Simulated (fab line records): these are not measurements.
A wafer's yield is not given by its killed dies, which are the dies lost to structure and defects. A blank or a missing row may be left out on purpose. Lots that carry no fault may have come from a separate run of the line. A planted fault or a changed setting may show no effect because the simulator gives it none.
fab line records	flow sky130
record: lots: 9	wafers: 27	last_day: 51
route steps=708 shown VIA1@472 METAL2@485 PAD_OPEN@708
lots with no fault: from the same line, run without faults
start_h: the number of hours between the record's first day and the start of the first shown wafer of the lot	wait_h: hours from the lot's prior step to this one	" as in the row above	L1.1+2: one row covering several wafers at once	- value missing, or start not given	* or withheld: withheld	< > ~ a bound
route shown NAME@n: a module of which the file shows steps, and the number in the route of the first	usual: mean/standard deviation taken from wafers without a fault	same: alike in all rows	chamber/n: place in a boat	sites: per-site readings	_std_site: the values' standard deviation	_edge_site: outer sites' mean less inner sites'	radius_mm: for every site, how far away it sits from the centre of the wafer	mask NAME#n: copy n	behind: the last tool/chamber to shape the wafer	hold: cause of the lot's hold/its duration in hours/its outcome	device: the transistor (n, p or np) that didn't switch	end of line: the tests these same wafers got at the end of their route	a step given without rows: its recipe and nothing more	killed: at the first sort, the dies lost to defects and structure; wafer yield is something else	map: a wafer's dies, x killed, . not, _ none there
set.NAME: the setting the step ran with; set.NAME@STEP: the setting that earlier step ran with	model.NAME: the simulator's own value behind a step, which no gauge read
a sample of lots followed through the steps of the route, with each step as a table and each wafer as a row
services: the hour from which a tool's chamber was out of use, counted from the record's first day as start_h (under 0 if before that day), plus the number of hours and why
== steps ==
step: SKY_VIA1_ETCH_14
recipe: chemistry: N2/H2	target: BARC	ion_energy_ev: 200	source_w: 500	bias_w: 100	pressure_mtorr: 30	n2_flow_sccm: 100	h2_flow_sccm: 200	stop_on: SiO2	time_s: 45.9	target_depth_a: 600
usual: drypump_motor_current_A: 5.7/0.51	oes_product_au: 0.855/0.0049	throttle_valve_pct: 13.226/0.0093
lot.wafer	tool	chamber	start_h	wait_h	drypump_motor_current_A	oes_product_au	rf_hours_counter_h	throttle_valve_pct
L553.1	rie_diel-01	1	831.97	0.0	4.9	0.853	12	13.215
L553.3	"	0	"	"	5.8	0.860	12	13.213
L553.5	"	1	"	"	4.9	0.848	-	13.220
L555.4	rie_diel-01	3	855.05	0.0	5.9	0.857	22	13.221
L555.5	"	3	"	"	5.9	0.859	-	13.224
L555.6	"	2	"	"	5.5	0.846	-	13.233
L564.2	rie_diel-01	2	918.17	0.0	5.4	0.860	4	13.219
L564.4	"	3	"	"	5.9	0.862	25	13.218
L564.5	"	2	"	"	5.4	0.863	-	13.237
L565.2	rie_diel-03	3	919.32	0.0	5.3	0.853	7	13.220
L565.4	"	2	"	"	5.4	0.855	13	13.231
L565.6	"	2	"	"	5.4	0.850	-	13.233
L566.1	rie_diel-03	0	933.77	0.0	6.7	0.842	9	13.203
L566.2	"	2	"	"	5.5	0.861	14	13.216
L566.3	"	3	"	"	5.3	0.862	8	13.222
L568.2	rie_diel-01	1	943.77	0.0	4.9	0.856	15	13.218
L568.3	"	0	"	"	5.7	0.857	16	13.218
L568.6	"	3	"	"	5.9	0.857	-	13.231
L570.1	rie_diel-01	0	958.37	0.0	5.8	0.853	16	13.228
L570.3	"	2	"	"	5.5	0.852	5	13.230
L570.4	"	2	"	"	5.4	0.844	-	13.221
L572.1	rie_diel-03	3	975.37	0.0	5.3	0.846	9	13.215
L572.4	"	2	"	"	5.5	0.853	15	13.218
L572.5	"	3	"	"	5.3	0.856	-	13.212
L574.2	rie_diel-03	1	985.85	0.0	5.9	0.850	15	13.220
L574.5	"	2	"	"	5.4	0.856	-	13.217
L574.6	"	3	"	"	5.3	0.854	-	13.232
step: SKY_VIA1_CMP_24
recipe: stop_on: SiO2	t_overpolish_s: 15	down_force_psi: 3.5	platen_rpm: 60	target_thk_nm: 0	pad_velocity_m_s: 0.94248
usual: motor_current_A: 11.0/1.2	overpolish_run_s: 14.999/0.0092	time_to_endpoint_s: 64.1/2.9
lot.wafer	tool	chamber	start_h	wait_h	motor_current_A	overpolish_run_s	time_to_endpoint_s
L553.1	cmp-02	2	833.07	0.1	12.9	15.007	67.0
L553.3	"	3	"	"	11.3	14.987	70.3
L553.5	"	2	"	"	13.0	15.020	67.3
L555.4	cmp-02	3	856.36	0.3	10.6	15.012	65.1
L555.6	"	0	"	"	10.8	15.006	61.3
L555.5	"	1	"	"	10.2	14.992	63.6
L564.4	cmp-01	2	919.25	0.1	11.4	15.021	68.7
L564.2	"	3	"	"	11.7	14.996	64.9
L564.5	"	2	"	"	11.1	14.995	66.0
L565.4	cmp-02	1	920.43	0.1	10.7	14.989	62.8
L565.2	"	2	"	"	12.9	15.008	63.4
L565.6	"	1	"	"	9.6	15.010	63.7
L566.3	cmp-02	2	934.80	0.0	13.8	15.015	67.9
L566.1	"	3	"	"	10.9	14.999	69.2
L566.2	"	0	"	"	10.7	14.999	66.0
L568.2	cmp-02	3	944.80	0.0	10.9	15.014	64.1
L568.3	"	1	"	"	10.0	14.990	63.3
L568.6	"	0	"	"	11.2	14.998	61.6
L570.3	cmp-02	3	959.42	0.0	10.3	15.003	69.5
L570.4	"	0	"	"	11.1	15.012	62.6
L570.1	"	1	"	"	10.2	15.003	66.9
L572.1	cmp-02	3	976.40	0.1	10.9	15.002	63.4
L572.4	"	0	"	"	10.9	14.977	60.5
L572.5	"	3	"	"	11.3	14.986	65.9
L574.2	cmp-02	0	987.33	0.5	10.9	14.994	64.5
L574.6	"	1	"	"	10.3	14.997	64.3
L574.5	"	2	"	"	13.1	14.993	64.4
step: SKY_METAL2_SPUTTER_02
recipe: material: AlCu	target_thk_nm: 250	power_w: 10600	time_s: 13.3	chamber_pressure_pa: 0.4
usual: throttle_valve_pct: 29.8/0.98
lot.wafer	tool	chamber	start_h	wait_h	throttle_valve_pct
L553.1	pvd_sputter-04	-	833.37	0.0	30.2
L553.3	"	-	"	"	28.7
L553.5	"	-	"	"	29.4
L555.4	pvd_sputter-04	-	856.56	0.0	28.4
L555.5	"	-	"	"	30.1
L555.6	"	-	"	"	30.9
L564.2	pvd_sputter-04	-	919.55	0.0	28.7
L564.4	"	-	"	"	30.6
L564.5	"	-	"	"	29.1
L565.2	pvd_sputter-02	-	920.73	0.0	30.9
L565.4	"	-	"	"	30.4
L565.6	"	-	"	"	30.0
L566.1	pvd_sputter-04	-	935.15	0.0	28.4
L566.2	"	-	"	"	31.1
L566.3	"	-	"	"	29.0
L568.2	pvd_sputter-04	-	945.15	0.0	30.8
L568.3	"	-	"	"	29.1
L568.6	"	-	"	"	30.3
L570.1	pvd_sputter-04	-	959.81	0.0	28.6
L570.3	"	-	"	"	28.9
L570.4	"	-	"	"	30.9
L572.1	pvd_sputter-01	-	976.74	0.0	31.1
L572.4	"	-	"	"	28.9
L572.5	"	-	"	"	28.9
L574.2	pvd_sputter-01	-	987.52	0.0	29.1
L574.5	"	-	"	"	28.3
L574.6	"	-	"	"	31.3
step: SKY_METAL2_RS_MEAS_05
recipe: thk_meas_gauge: four-point-probe	reads: TiN_of_METAL2_SPUTTER_04+Ti_of_METAL2_SPUTTER_03+AlCu_of_METAL2_SPUTTER_02+TiN_of_METAL2_SPUTTER_01+Ti_of_METAL2_SPUTTER_00
usual: METAL2_ALCU_RS: 0.1269/0.0013
lot.wafer	tool	chamber	start_h	wait_h	hold	METAL2_ALCU_RS[ohm/sq]
L553.1	film_metro-04	-	833.46	0.0	-	0.1257
L553.3	"	-	"	"	-	0.1265
L553.5	"	-	"	"	-	0.1273
L555.4	film_metro-04	-	856.71	0.1	-	0.1279
L555.5	"	-	"	"	-	0.1259
L555.6	"	-	"	"	-	0.1272
L564.2	film_metro-03	-	919.66	0.0	await_dispo/0.2h/release	0.1255
L564.4	"	-	"	"	await_dispo/0.2h/release	0.1822
L564.5	"	-	"	"	await_dispo/0.2h/release	0.1262
L564.2	film_metro-03	-	919.94	0.3	-	0.1256
L564.4	"	-	"	"	-	0.1828
L564.5	"	-	"	"	-	0.1260
L565.2	film_metro-04	-	920.84	0.0	-	0.1243
L565.4	"	-	"	"	-	0.1260
L565.6	"	-	"	"	-	0.1240
L566.1	film_metro-04	-	935.24	0.0	await_dispo/0.2h/release	0.1253
L566.2	"	-	"	"	await_dispo/0.2h/release	0.1848
L566.3	"	-	"	"	await_dispo/0.2h/release	0.1273
L566.1	film_metro-04	-	935.53	0.3	-	0.1254
L566.2	"	-	"	"	-	0.1849
L566.3	"	-	"	"	-	0.1275
L568.2	film_metro-03	-	945.26	0.0	await_dispo/0.2h/release	0.1879
L568.3	"	-	"	"	await_dispo/0.2h/release	0.1293
L568.6	"	-	"	"	await_dispo/0.2h/release	0.1286
L568.2	film_metro-03	-	945.62	0.3	-	0.1877
L568.3	"	-	"	"	-	0.1298
L568.6	"	-	"	"	-	0.1282
L570.1	film_metro-03	-	960.00	0.0	await_dispo/0.2h/release	0.1269
L570.3	"	-	"	"	await_dispo/0.2h/release	0.1287
L570.4	"	-	"	"	await_dispo/0.2h/release	0.1849
L570.1	film_metro-03	-	960.28	0.3	-	0.1268
L570.3	"	-	"	"	-	0.1287
L570.4	"	-	"	"	-	0.1847
L572.1	film_metro-03	-	976.84	0.0	-	0.1269
L572.4	"	-	"	"	-	0.1282
L572.5	"	-	"	"	-	0.1280
L574.2	film_metro-03	-	987.64	0.0	-	0.1298
L574.5	"	-	"	"	-	0.1297
L574.6	"	-	"	"	-	0.1296
step: SKY_METAL2_THK_MEAS_06
recipe: thk_meas_gauge: xrf	reads: AlCu_of_METAL2_SPUTTER_02
usual: METAL2_ALCU_THK: 253.2/2.8
lot.wafer	tool	chamber	start_h	wait_h	hold	METAL2_ALCU_THK[nm]
L553.1	film_metro-04	-	833.58	0.1	-	258.6
L553.3	"	-	"	"	-	255.3
L553.5	"	-	"	"	-	254.2
L555.4	film_metro-04	-	856.80	0.1	-	250.9
L555.5	"	-	"	"	-	257.0
L555.6	"	-	"	"	-	251.6
L565.2	film_metro-04	-	920.95	0.1	-	259.1
L565.4	"	-	"	"	-	254.1
L565.6	"	-	"	"	-	259.2
L564.2	film_metro-03	-	921.27	1.3	await_dispo/0.2h/release	254.5
L564.4	"	-	"	"	await_dispo/0.2h/release	200.7
L564.5	"	-	"	"	await_dispo/0.2h/release	253.4
L564.2	film_metro-03	-	921.51	0.2	-	253.5
L564.4	"	-	"	"	-	200.1
L564.5	"	-	"	"	-	252.3
L566.1	film_metro-04	-	939.04	3.5	await_dispo/0.2h/release	257.1
L566.2	"	-	"	"	await_dispo/0.2h/release	199.6
L566.3	"	-	"	"	await_dispo/0.2h/release	251.7
L566.1	film_metro-04	-	939.26	0.2	-	256.3
L566.2	"	-	"	"	-	199.0
L566.3	"	-	"	"	-	253.0
L568.2	film_metro-03	-	950.62	5.0	await_dispo/0.2h/release	195.6
L568.3	"	-	"	"	await_dispo/0.2h/release	248.4
L568.6	"	-	"	"	await_dispo/0.2h/release	249.1
L568.2	film_metro-03	-	950.85	0.2	-	194.2
L568.3	"	-	"	"	-	249.2
L568.6	"	-	"	"	-	249.1
L570.1	film_metro-03	-	961.49	1.2	await_dispo/0.2h/release	252.4
L570.3	"	-	"	"	await_dispo/0.2h/release	248.0
L570.4	"	-	"	"	await_dispo/0.2h/release	195.1
L570.1	film_metro-03	-	961.72	0.2	-	253.1
L570.3	"	-	"	"	-	249.1
L570.4	"	-	"	"	-	196.3
L572.1	film_metro-03	-	976.96	0.1	-	253.3
L572.4	"	-	"	"	-	251.0
L572.5	"	-	"	"	-	249.5
L574.2	film_metro-03	-	987.75	0.1	-	246.7
L574.5	"	-	"	"	-	248.0
L574.6	"	-	"	"	-	248.2
step: SKY_METAL2_DESCUM_17
recipe: chemistry: O2	source_power_w: 150	bias_power_w: 0	pressure_mtorr: 10	temp_c: 40	time_s: 8
usual: drypump_motor_current_A: 5.8/0.48	oes_product_au: 0.999/0.01	temp_c: 40.00/0.12
lot.wafer	tool	chamber	start_h	wait_h	drypump_motor_current_A	oes_product_au	rf_hours_counter_h	temp_c
L553.1	rie_metal-04	0	860.75	0.0	6.4	1.007	12	39.90
L553.3	"	1	"	"	5.5	0.999	-	40.01
L553.5	"	1	"	"	5.5	0.995	-	39.97
L555.4	rie_metal-04	0	883.67	0.0	6.3	1.007	-	40.14
L555.5	"	1	"	"	5.5	0.996	-	39.97
L555.6	"	0	"	"	6.4	0.999	-	39.91
L564.2	rie_metal-01	1	945.57	0.0	6.0	0.992	9	39.97
L564.4	"	1	"	"	6.0	0.985	-	40.10
L564.5	"	1	"	"	6.0	0.983	-	40.01
L565.2	rie_metal-01	1	946.86	0.0	6.0	0.987	9	39.78
L565.4	"	0	"	"	6.4	1.020	-	39.94
L565.6	"	1	"	"	6.0	0.983	-	40.01
L566.1	rie_metal-04	1	960.11	0.0	5.5	0.999	13	39.92
L566.2	"	0	"	"	6.4	0.995	16	39.90
L566.3	"	0	"	"	6.4	0.997	-	40.10
L568.2	rie_metal-03	1	970.65	0.0	5.1	1.002	8	40.04
L568.3	"	0	"	"	5.8	0.999	-	39.93
L568.6	"	0	"	"	5.9	0.989	-	39.88
L570.1	rie_metal-01	1	985.50	0.0	6.0	0.978	11	39.99
L570.3	"	0	"	"	6.4	1.018	-	40.02
L570.4	"	1	"	"	6.0	0.995	-	40.03
L572.1	rie_metal-01	0	1000.87	0.0	6.4	1.012	18	40.07
L572.4	"	1	"	"	6.0	0.988	-	39.96
L572.5	"	0	"	"	6.4	1.015	-	40.04
L574.2	rie_metal-03	1	1012.20	0.0	5.1	0.996	10	40.02
L574.5	"	1	"	"	5.1	0.999	-	40.26
L574.6	"	0	"	"	5.8	1.006	-	39.97
step: SKY_METAL2_METAL_ETCH_19
recipe: target_depth_a: 3600	stop_on: SiO2	over_etch_frac: 0.3	time_s: 78	chemistry: Cl2/BCl3	resist_sidewall_deg: 88	pressure_mtorr: 10	icp_w: 900	bias_w: 48.5	Cl2_flow_sccm: 60	bcl3_flow_sccm: 30
usual: drypump_motor_current_A: 5.8/0.49	oes_product_au: 0.856/0.0057	throttle_valve_pct: 22.264/0.009
lot.wafer	tool	chamber	start_h	wait_h	drypump_motor_current_A	oes_product_au	rf_hours_counter_h	throttle_valve_pct
L553.1	rie_metal-04	0	860.84	0.0	6.4	0.857	12	22.272
L553.3	"	1	"	"	5.5	0.861	-	22.260
L553.5	"	1	"	"	5.5	0.863	-	22.268
L555.4	rie_metal-04	0	883.79	0.1	6.3	0.847	-	22.257
L555.5	"	1	"	"	5.5	0.854	-	22.258
L555.6	"	0	"	"	6.4	0.858	-	22.271
L564.2	rie_metal-01	1	945.67	0.0	6.0	0.859	9	22.257
L564.4	"	1	"	"	6.0	0.781	-	22.263
L564.5	"	1	"	"	6.0	0.866	-	22.257
L565.2	rie_metal-01	1	946.96	0.0	6.0	0.860	9	22.281
L565.4	"	0	"	"	6.4	0.860	-	22.271
L565.6	"	1	"	"	6.0	0.862	-	22.264
L566.1	rie_metal-04	1	960.21	0.0	5.4	0.857	13	22.274
L566.2	"	0	"	"	6.4	0.784	16	22.257
L566.3	"	0	"	"	6.4	0.861	-	22.256
L568.2	rie_metal-03	1	970.74	0.0	5.0	0.782	8	22.267
L568.3	"	0	"	"	5.8	0.849	-	22.265
L568.6	"	0	"	"	5.9	0.851	-	22.254
L570.1	rie_metal-01	1	985.59	0.0	6.0	0.860	11	22.259
L570.3	"	0	"	"	6.4	0.849	-	22.264
L570.4	"	1	"	"	6.0	0.774	-	22.281
L572.1	rie_metal-01	0	1000.97	0.0	6.4	0.857	18	22.237
L572.4	"	1	"	"	6.0	0.851	-	22.270
L572.5	"	0	"	"	6.4	0.855	-	22.269
L574.2	rie_metal-03	1	1012.29	0.0	5.0	0.843	10	22.270
L574.5	"	1	"	"	5.0	0.847	-	22.271
L574.6	"	0	"	"	5.9	0.850	-	22.275
step: SKY_PAD_OPEN_PROBE_99
usual: defect_limited_yield: 82.8/2	killed_at_M0_to_M3: 43/6.8	killed_at_M4_up: 3.3/1.9	killed_at_contacts: 24/5.3	killed_at_front_end: 14/4.3	killed_at_other: 0.3/0.62	killed_dies: 85/9.8	killed_open: 46/8	killed_short: 39/5.9	sort_bin_3_pad_short: 0.8/0.39	sort_bin_5_function: 10.2/1.5	sort_bin_6_memory: 6.2/1.2	sort_n_pass: 407/9.8	sort_yield_pct: 82.8/2
same: gross_dies: 492	killed_at_back_side: 0	sort_bin_4_leakage[%]: 0	sort_bin_8_speed[%]: 0
lot.wafer	tool	chamber	start_h	wait_h	defect_limited_yield[%]	killed_at_M0_to_M3	killed_at_M4_up	killed_at_contacts	killed_at_front_end	killed_at_other	killed_dies	killed_open	killed_short	sort_bin_3_pad_short[%]	sort_bin_5_function[%]	sort_bin_6_memory[%]	sort_n_pass	sort_yield_pct[%]
L553.1	prober-01	-	1115.19	0.1	84.6	31	8	25	11	1	76	45	31	0.4	10.4	4.7	416	84.6
L553.3	prober-01	-	1115.29	0.2	86.4	33	4	19	10	1	67	29	38	1.0	8.1	4.5	425	86.4
L553.5	prober-01	-	1115.39	0.2	82.1	53	2	21	12	0	88	43	45	1.0	10.2	6.7	404	82.1
L555.4	prober-01	-	1134.36	0.2	83.3	43	3	23	12	1	82	45	37	1.4	9.6	5.7	410	83.3
L555.5	prober-01	-	1134.41	0.2	80.9	45	5	37	7	0	94	43	51	0.8	13.2	5.1	398	80.9
L555.6	prober-01	-	1134.46	0.2	84.3	34	1	25	17	0	77	41	36	0.2	9.8	5.7	415	84.3
L564.2	prober-02	-	1181.77	0.1	80.5	52	2	33	6	3	96	53	43	0.8	12.4	6.3	396	80.5
L564.4	prober-02	-	1181.87	0.2	83.9	43	2	22	12	0	79	43	34	2.0	8.5	5.5	413	83.9
L564.5	prober-02	-	1181.92	0.2	83.1	46	1	22	12	2	83	47	36	1.2	11.4	4.3	409	83.1
L565.2	prober-01	-	1182.80	0.1	83.5	43	3	19	16	0	81	46	35	0.8	10.2	5.5	411	83.5
L565.4	prober-01	-	1182.90	0.2	83.5	45	6	13	17	0	81	43	38	0.6	10.0	5.9	411	83.5
L565.6	prober-01	-	1183.00	0.2	85.0	35	8	16	15	0	74	44	30	0.6	9.6	4.9	418	85.0
L566.1	prober-02	-	1191.43	0.1	85.2	38	4	20	11	0	73	34	39	0.8	8.9	5.1	419	85.2
L566.2	prober-02	-	1191.48	0.1	81.1	49	1	22	21	0	93	47	42	2.0	11.2	5.7	399	81.1
L566.3	prober-02	-	1191.53	0.2	82.5	30	3	32	21	0	86	44	42	1.0	10.2	6.3	406	82.5
L568.2	prober-02	-	1198.16	0.1	84.6	40	4	18	14	0	76	41	33	1.2	8.7	5.5	416	84.6
L568.3	prober-02	-	1198.21	0.2	83.5	38	4	25	14	0	81	37	44	1.0	9.1	6.3	411	83.5
L568.6	prober-02	-	1198.36	0.2	84.6	47	2	25	2	0	76	43	33	1.0	10.0	4.5	416	84.6
L570.1	prober-02	-	1210.06	0.1	84.3	34	5	22	16	0	77	38	39	0.8	8.7	6.1	415	84.3
L570.3	prober-02	-	1210.16	0.2	80.9	48	2	27	15	2	94	54	40	0.6	11.6	6.9	398	80.9
L570.4	prober-02	-	1210.21	0.2	78.7	50	4	32	18	1	105	50	53	1.4	11.2	8.7	387	78.7
L572.1	prober-02	-	1220.02	0.1	85.2	44	3	20	6	0	73	39	34	0.6	9.8	4.5	419	85.2
L572.4	prober-02	-	1220.17	0.2	83.9	46	4	18	11	0	79	42	37	0.8	8.7	6.5	413	83.9
L572.5	prober-02	-	1220.22	0.2	82.3	52	3	17	15	0	87	44	43	1.0	10.6	6.1	405	82.3
L574.2	prober-02	-	1226.32	0.1	84.3	39	4	22	12	0	77	38	39	0.4	8.5	6.7	415	84.3
L574.5	prober-02	-	1226.47	0.2	79.1	49	4	21	28	1	103	59	44	1.6	11.2	8.1	389	79.1
L574.6	prober-02	-	1226.52	0.2	82.3	40	5	27	15	0	87	53	34	0	11.8	5.9	405	82.3
killed by level:class
L553.1 VIA1:geometric_particle:open=8 CONTACT:geometric_particle:open=8 POLY_GATE:geometric_particle:open=6 VIA2:geometric_particle:open=5 LI_CONTACT:geometric_particle:open=5 METAL4:geometric_particle:short=5 CONTACT:geometric_particle:short=4 LOCAL_INTERCONNECT:geometric_particle:short=4
L553.3 VIA2:geometric_particle:open=7 CONTACT:geometric_particle:open=6 LI_CONTACT:geometric_particle:open=5 CONTACT:geometric_particle:short=5 VIA1:geometric_particle:open=5 VIA1:geometric_particle:short=5 METAL1:geometric_particle:short=4 VIA2:geometric_particle:short=4
L553.5 VIA1:geometric_particle:open=12 CONTACT:geometric_particle:open=7 METAL1:geometric_particle:short=7 VIA1:geometric_particle:short=6 VIA3:geometric_particle:open=6 METAL1:geometric_particle:open=5 METAL2:geometric_particle:short=5 FIELD_ISO:geometric_particle:short=4
L555.4 CONTACT:geometric_particle:open=10 VIA1:geometric_particle:open=9 LI_CONTACT:geometric_particle:open=8 METAL2:geometric_particle:short=7 VIA1:geometric_particle:short=5 METAL1:geometric_particle:short=4 METAL3:geometric_particle:short=4 VIA3:geometric_particle:open=4
L555.5 VIA1:geometric_particle:open=12 LOCAL_INTERCONNECT:geometric_particle:short=8 LI_CONTACT:geometric_particle:open=8 CONTACT:geometric_particle:short=8 VIA1:geometric_particle:short=7 CONTACT:geometric_particle:open=7 VIA2:geometric_particle:open=7 LI_CONTACT:geometric_particle:short=5
L555.6 VIA1:geometric_particle:open=9 VIA2:geometric_particle:open=9 LI_CONTACT:geometric_particle:open=8 CONTACT:geometric_particle:open=6 CONTACT:geometric_particle:short=6 FIELD_ISO:geometric_particle:short=5 VIA1:geometric_particle:short=5 METAL2:geometric_particle:short=5
L564.2 CONTACT:geometric_particle:open=13 VIA3:geometric_particle:open=12 LI_CONTACT:geometric_particle:open=9 METAL2:geometric_particle:short=7 VIA2:geometric_particle:open=6 VIA1:geometric_particle:open=5 METAL3:geometric_particle:short=5 LOCAL_INTERCONNECT:geometric_particle:short=4
L564.4 VIA1:geometric_particle:open=13 CONTACT:geometric_particle:open=8 POLY_GATE:geometric_particle:open=6 METAL2:geometric_particle:short=5 VIA3:geometric_particle:open=5 LI_CONTACT:geometric_particle:open=4 LOCAL_INTERCONNECT:geometric_particle:short=4 CONTACT:geometric_particle:short=4
L564.5 VIA1:geometric_particle:open=12 CONTACT:geometric_particle:open=11 VIA3:geometric_particle:open=8 METAL2:geometric_particle:short=7 VIA3:geometric_particle:short=6 FIELD_ISO:geometric_particle:open=5 CONTACT:geometric_particle:short=5 POLY_GATE:geometric_particle:short=4
L565.2 VIA1:geometric_particle:open=12 VIA2:geometric_particle:open=11 LI_CONTACT:geometric_particle:open=6 FIELD_ISO:geometric_particle:short=4 CONTACT:geometric_particle:open=4 POLY_GATE:geometric_particle:short=4 POLY_GATE:geometric_particle:open=4 VIA1:geometric_particle:short=4
L565.4 VIA1:geometric_particle:open=12 VIA2:geometric_particle:open=9 VIA3:geometric_particle:open=6 METAL4:geometric_particle:short=6 FIELD_ISO:geometric_particle:open=4 METAL1:geometric_particle:short=4 LI_CONTACT:geometric_particle:open=4 METAL2:geometric_particle:short=4
L565.6 VIA1:geometric_particle:open=14 FIELD_ISO:geometric_particle:open=7 METAL4:geometric_particle:short=5 POLY_GATE:geometric_particle:short=4 LI_CONTACT:geometric_particle:open=4 CONTACT:geometric_particle:open=4 VIA2:geometric_particle:open=4 METAL2:geometric_particle:short=3
L566.1 CONTACT:geometric_particle:open=7 METAL1:geometric_particle:short=6 VIA1:geometric_particle:open=6 LI_CONTACT:geometric_particle:open=5 VIA2:geometric_particle:open=5 LOCAL_INTERCONNECT:geometric_particle:short=4 VIA1:geometric_particle:short=4 METAL4:geometric_particle:short=4
L566.2 VIA1:geometric_particle:open=9 VIA2:geometric_particle:open=7 LI_CONTACT:geometric_particle:short=6 LI_CONTACT:geometric_particle:open=6 METAL1:geometric_particle:short=6 FIELD_ISO:geometric_particle:open=5 POLY_GATE:geometric_particle:open=5 CONTACT:geometric_particle:open=5
L566.3 LI_CONTACT:geometric_particle:open=13 VIA1:geometric_particle:open=8 CONTACT:geometric_particle:open=7 POLY_GATE:geometric_particle:short=6 LOCAL_INTERCONNECT:geometric_particle:short=5 FIELD_ISO:geometric_particle:short=4 POLY_GATE:geometric_particle:open=4 VIA1:geometric_particle:short=4
L568.2 VIA1:geometric_particle:open=16 CONTACT:geometric_particle:open=5 FIELD_ISO:geometric_particle:open=4 POLY_GATE:geometric_particle:open=4 CONTACT:geometric_particle:short=4 METAL1:geometric_particle:short=4 METAL2:geometric_particle:short=4 POLY_GATE:geometric_particle:short=3
L568.3 VIA2:geometric_particle:open=9 CONTACT:geometric_particle:short=8 METAL3:geometric_particle:short=7 LI_CONTACT:geometric_particle:open=6 LI_CONTACT:geometric_particle:short=5 VIA1:geometric_particle:open=5 VIA3:geometric_particle:open=5 FIELD_ISO:geometric_particle:short=4
L568.6 CONTACT:geometric_particle:open=12 VIA1:geometric_particle:open=10 METAL2:geometric_particle:short=9 VIA2:geometric_particle:open=8 VIA3:geometric_particle:short=6 VIA3:geometric_particle:open=5 CONTACT:geometric_particle:short=4 LI_CONTACT:geometric_particle:open=3
L570.1 METAL2:geometric_particle:short=8 LI_CONTACT:geometric_particle:open=7 CONTACT:geometric_particle:open=7 VIA3:geometric_particle:open=7 FIELD_ISO:geometric_particle:open=6 LOCAL_INTERCONNECT:geometric_particle:short=5 METAL4:geometric_particle:short=5 VIA1:geometric_particle:open=4
L570.3 VIA2:geometric_particle:open=12 VIA1:geometric_particle:open=11 CONTACT:geometric_particle:open=10 FIELD_ISO:geometric_particle:short=6 LOCAL_INTERCONNECT:geometric_particle:short=6 CONTACT:geometric_particle:short=5 FIELD_ISO:geometric_particle:open=4 LI_CONTACT:geometric_particle:open=4
L570.4 CONTACT:geometric_particle:open=15 VIA1:geometric_particle:open=11 VIA3:geometric_particle:short=7 METAL3:geometric_particle:short=7 FIELD_ISO:geometric_particle:short=6 LI_CONTACT:geometric_particle:open=6 CONTACT:geometric_particle:short=5 SPACER:geometric_particle:open=4
L572.1 VIA2:geometric_particle:open=8 VIA1:geometric_particle:open=7 METAL2:geometric_particle:short=7 CONTACT:geometric_particle:open=6 LI_CONTACT:geometric_particle:open=5 VIA3:geometric_particle:open=5 LOCAL_INTERCONNECT:geometric_particle:short=4 METAL1:geometric_particle:short=4
L572.4 VIA1:geometric_particle:open=9 CONTACT:geometric_particle:open=7 METAL1:geometric_particle:short=7 METAL2:geometric_particle:short=7 LI_CONTACT:geometric_particle:open=5 VIA2:geometric_particle:open=5 VIA3:geometric_particle:open=5 FIELD_ISO:geometric_particle:open=4
L572.5 VIA1:geometric_particle:open=16 VIA3:geometric_particle:open=7 METAL3:geometric_particle:short=5 FIELD_ISO:geometric_particle:short=4 LOCAL_INTERCONNECT:geometric_particle:short=4 CONTACT:geometric_particle:short=4 METAL2:geometric_particle:short=4 VIA2:geometric_particle:short=4
L574.2 CONTACT:geometric_particle:open=8 METAL1:geometric_particle:short=7 LI_CONTACT:geometric_particle:open=6 VIA1:geometric_particle:open=6 VIA3:geometric_particle:open=5 METAL2:geometric_particle:short=5 CONTACT:geometric_particle:short=4 VIA2:geometric_particle:open=4
L574.5 VIA1:geometric_particle:open=10 VIA3:geometric_particle:open=9 VIA2:geometric_particle:open=9 FIELD_ISO:geometric_particle:open=7 CONTACT:geometric_particle:open=7 LI_CONTACT:geometric_particle:open=6 METAL3:geometric_particle:short=6 FIELD_ISO:geometric_particle:short=4
L574.6 CONTACT:geometric_particle:open=14 LI_CONTACT:geometric_particle:open=7 VIA2:geometric_particle:open=7 FIELD_ISO:geometric_particle:short=6 VIA1:geometric_particle:open=6 METAL2:geometric_particle:short=6 FIELD_ISO:geometric_particle:open=5 METAL1:geometric_particle:short=5
== services ==
tool	chamber	start_h	hours	kind
rie_diel-01	-	814.32	1.2	repair
cmp-01	-	827.94	0.5	repair
rie_metal-04	0	828.93	4.5	repair
cmp-02	-	846.00	7.3	repair
rie_diel-01	-	850.39	0.8	repair
pvd_sputter-01	-	855.76	1.4	repair
pvd_sputter-02	-	863.18	4.3	repair
cmp-02	-	864.95	0.7	repair
pvd_sputter-04	0	875.01	-	consumable_replace:kit
pvd_sputter-04	0	875.01	18.0	scheduled_down
pvd_sputter-04	0	875.01	18.0	vent_cycle
cmp-01	-	881.07	3.2	repair
cmp-01	-	912.25	4.0	pm
cmp-02	-	916.84	1.1	repair
rie_diel-01	3	924.23	2.2	repair
rie_diel-03	-	928.22	0.3	repair
rie_diel-03	0	938.88	2.1	repair
rie_diel-03	-	950.06	0.2	repair
cmp-01	-	958.86	54.0	repair
cmp-01	-	990.65	1.9	repair
cmp-02	-	990.74	0.5	repair
pvd_sputter-01	-	999.56	1.9	repair
rie_metal-01	-	1002.06	15.6	pm
cmp-01	-	1005.47	5.3	repair
== key ==
first_sign: step: SKY_METAL2_RS_MEAS_05	reading: visit	direction: added
effect: step: SKY_METAL2_RS_MEAS_05	reading: METAL2_ALCU_RS	direction: up	sigmas: 45	usual: 0.1269	struck: 0.1849
effect: step: SKY_METAL2_THK_MEAS_06	reading: visit	direction: added
effect: step: SKY_METAL2_THK_MEAS_06	reading: METAL2_ALCU_THK	direction: down	sigmas: 19	usual: 253.2	struck: 197.7
effect: step: SKY_METAL2_METAL_ETCH_19	reading: oes_product_au	direction: down	sigmas: 13	usual: 0.856	struck: 0.780
effect: step: SKY_PAD_OPEN_PROBE_99	reading: sort_bin_3_pad_short	direction: up	sigmas: 2.2	usual: 0.8	struck: 1.7	wafers_moved: 2
met_at SKY_METAL2_SPUTTER_02
struck_lots L564,L566,L568,L570
struck_wafers L564.4,L566.2,L568.2,L570.4
not_acting_at SKY_VIA1_ETCH_14,SKY_VIA1_CMP_24,SKY_METAL2_DESCUM_17
onset_between 856.56 919.55
fault: kind: site_profile_drift	tool: pvd_sputter-04	chamber: -	onset_h: 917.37	steps: SKY_METAL2_SPUTTER_02	basis: fraction	max_abs_drift: 0.49136	slope_share_per_hr: 109.19	site_pattern: 0,0,0,0,0,-1,-1,-1,-1	scope: struck_wafers_only
